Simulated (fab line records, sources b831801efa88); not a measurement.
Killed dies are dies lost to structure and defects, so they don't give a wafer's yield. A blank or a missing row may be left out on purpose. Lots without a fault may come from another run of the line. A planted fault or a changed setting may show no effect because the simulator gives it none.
Chamber matching | flow gf180mcu | GF_V1_CMP_04 on cmp-01: 4 sister chambers
The step polishes SiO2. 8 wafers are shown with their chamber, then 10 later ones without.

WAFERS WITH THEIR CHAMBER
wafer  | chamber | motor_current_A (A) | time_to_endpoint_s (s)
L287.2 | 3       | 11.4                | 76
L290.1 | 2       | 10.4                | 68
L291.4 | 2       | 10.9                | 75
L291.6 | 0       | 12.2                | 82
L293.1 | 3       | 11.0                | 71
L293.4 | 0       | 11.9                | 77
L294.2 | 1       | 13.9                | 83
L294.5 | 1       | 13.3                | 81

WAFERS WITHOUT THEIR CHAMBER
wafer  | motor_current_A (A) | time_to_endpoint_s (s)
L294.6 | 10.4                | 83
L295.1 | 13.7                | 77
L295.5 | 10.7                | 86
L295.6 | 13.7                | 85
L297.1 | 13.5                | 83
L297.5 | 13.1                | 85
L297.6 | 10.4                | 85
L299.1 | 10.0                | 82
L299.3 | 14.3                | 79
L299.6 | 13.3                | 91

WHICH CHAMBER EACH WENT THROUGH
wafer  | from the rows above          | in truth
L294.6 | can't be placed: 2 or 3 or 0 | 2
L295.1 | 1                            | 1
L295.5 | can't be placed: 3 or 2 or 0 | 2
L295.6 | 1                            | 1
L297.1 | 1                            | 1
L297.5 | can't be placed: 1 or 0      | 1
L297.6 | can't be placed: 2 or 3 or 0 | 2
L299.1 | can't be placed: 2 or 3      | 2
L299.3 | 1                            | 1
L299.6 | 1                            | 1
Placed correctly: 5 of 10. Can't be placed from these rows: 5 (the true chamber is among the candidates in 5). Placed wrongly: 0.
How it was worked out, from the rows above alone: a wafer's distance from a chamber is the root of the sum, over the readings, of the square of ((its reading less the chamber's mean) divided by the reading's scatter). The wafer belongs to the nearest chamber; if the next one is less than 2 further off, it can't be placed. A chamber's mean is the mean of its shown wafers. The scatter: the root of (the sum of the squares of (reading less its chamber's mean) over the shown wafers, divided by (wafers less chambers)).
